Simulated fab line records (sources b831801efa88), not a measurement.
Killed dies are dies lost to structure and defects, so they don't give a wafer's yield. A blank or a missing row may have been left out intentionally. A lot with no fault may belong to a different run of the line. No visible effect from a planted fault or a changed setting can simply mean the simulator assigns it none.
A lot that was struck, set against a sound lot    flow sky130    24 out of 708 route steps
Sound: wafers L184.4, L184.5, L184.6. Struck: wafer L198.5. (L198.3, L198.6 of the same lot were not struck and are left out.) The cause comes at the end.
Per side, at each step with rows, come the tool, then ch with its chambers, and then its first start. Under that, the readings that differ: sound wafers    struck wafers    difference of the means    sigmas: that difference in standard deviations of wafers without a fault.
alike: a reading whose means differ by less than 2 such deviations, as well as words and numbers matching on both sides. not compared: withheld readings; readings where some wafer has no value; bounds like >300 that might hide an equal value; numbers whose values overlap and for which the record gives no deviation.
Wherever a step has rows on one side only, a row that says differs or no value, or a row with sigmas, the two part there. Numbers that have no deviation but don't overlap get no sigmas and don't part them. A reading missing from all wafers of one side parts the sides only when that side holds two or more wafers.

first, 8 steps without rows for these wafers: SKY_RES_XHIGH_DEHYDRATE_00 (time 60 s); SKY_RES_XHIGH_HMDS_01 (prime time 60 s); SKY_RES_XHIGH_COAT_02 (resist thk 1140 nm); SKY_RES_XHIGH_SOFTBAKE_03 (time 60 s); SKY_RES_XHIGH_EXPOSE_04 (exposes mask URPM, target cd 1270 nm); SKY_RES_XHIGH_PEB_05; SKY_RES_XHIGH_DEVELOP_06 (develop time 60 s); SKY_RES_XHIGH_IMPLANT_07.
SKY_RES_XHIGH_STRIP_08: strips in O2/N2.
  sound on plasma asher-03 ch 0,1, day 29 01:23; struck on plasma asher-01 ch 0, day 33 11:14
reading                      sound        struck  difference  sigmas
drypump motor current A (A)  6.3 6.3 6.5  5.2     -1.2        -3
  alike: oes product au, strip time to endpoint s
  not compared: rf hours counter h
SKY_RES_XHIGH_TW_MEAS_09:
  sound on film metro-01 at day 29 01:29; struck on film metro-01 at day 33 11:20
  alike: RES_XHIGH_TW
then, 2 steps without rows for these wafers: SKY_SD_N_DEHYDRATE_00 (time 60 s); SKY_SD_N_HMDS_01 (prime time 60 s).
SKY_SD_N_COAT_02: resist thk 1140 nm.
  sound on litho track-01 ch 0, day 29 15:49; struck on litho track-01 ch 0, day 34 00:08
reading                                    sound           struck  difference  sigmas
model.NOVOLAK_of_SD_N_COAT_02.thk nm (nm)  1144 1146 1145  648.1   -496.9      
  alike: dispense pressure kPa, spin speed rpm
then, 3 steps without rows for these wafers: SKY_SD_N_SOFTBAKE_03 (time 60 s); SKY_SD_N_EXPOSE_04 (exposes mask NSDM, target cd 380 nm); SKY_SD_N_PEB_05.
SKY_SD_N_DEVELOP_06: develop time 60 s.
  sound on litho track-04 ch 0, day 30 06:00; struck on litho track-01 ch 0, day 34 12:44
reading                                    sound           struck  difference  sigmas
model.NOVOLAK_of_SD_N_COAT_02.thk nm (nm)  1143 1146 1145  647.7   -497.0      
SKY_SD_N_CD_MEAS_07: the cd target is 380 nm.
  sound on cd sem-01 at day 30 06:08; struck on cd sem-01 at day 34 12:53
reading     sound              struck  difference  sigmas
cd nm (nm)  380.1 378.5 378.4  443.5   +64.5       +27
SKY_SD_N_OVL_MEAS_08:
  sound on overlay-02 at day 30 06:13; struck on overlay-02 at day 34 12:58
  alike: SD_N_OVL
then, 2 steps without rows for these wafers: SKY_SD_N_IMPLANT_09; SKY_SD_N_IMPLANT_10.
SKY_SD_N_STRIP_11: strips in O2/N2.
  sound on plasma asher-01 ch 0,1, day 30 06:34; struck on plasma asher-04 ch 1, day 34 13:20
reading                       sound              struck  difference  sigmas
oes product au (a.u.)         0.530 0.526 0.525  0.458   -0.069      -15
strip time to endpoint s (s)  22.60 22.62 22.57  16.96   -5.64       -99 or more
  alike: drypump motor current A
  not compared: rf hours counter h
SKY_SD_N_TW_MEAS_12:
  sound on film metro-04 at day 30 06:40; struck on film metro-04 at day 34 13:25
  alike: SD_N_TW
SKY_PAD_OPEN_PROBE_99:
  rows exist in the record for the sound wafers here (prober-02, day 47 15:23), none for the struck ones

WHERE THEY PART
At SKY_RES_XHIGH_STRIP_08 first; at SKY_PAD_OPEN_PROBE_99 last (within this record only).

WHY: what the simulator had put in
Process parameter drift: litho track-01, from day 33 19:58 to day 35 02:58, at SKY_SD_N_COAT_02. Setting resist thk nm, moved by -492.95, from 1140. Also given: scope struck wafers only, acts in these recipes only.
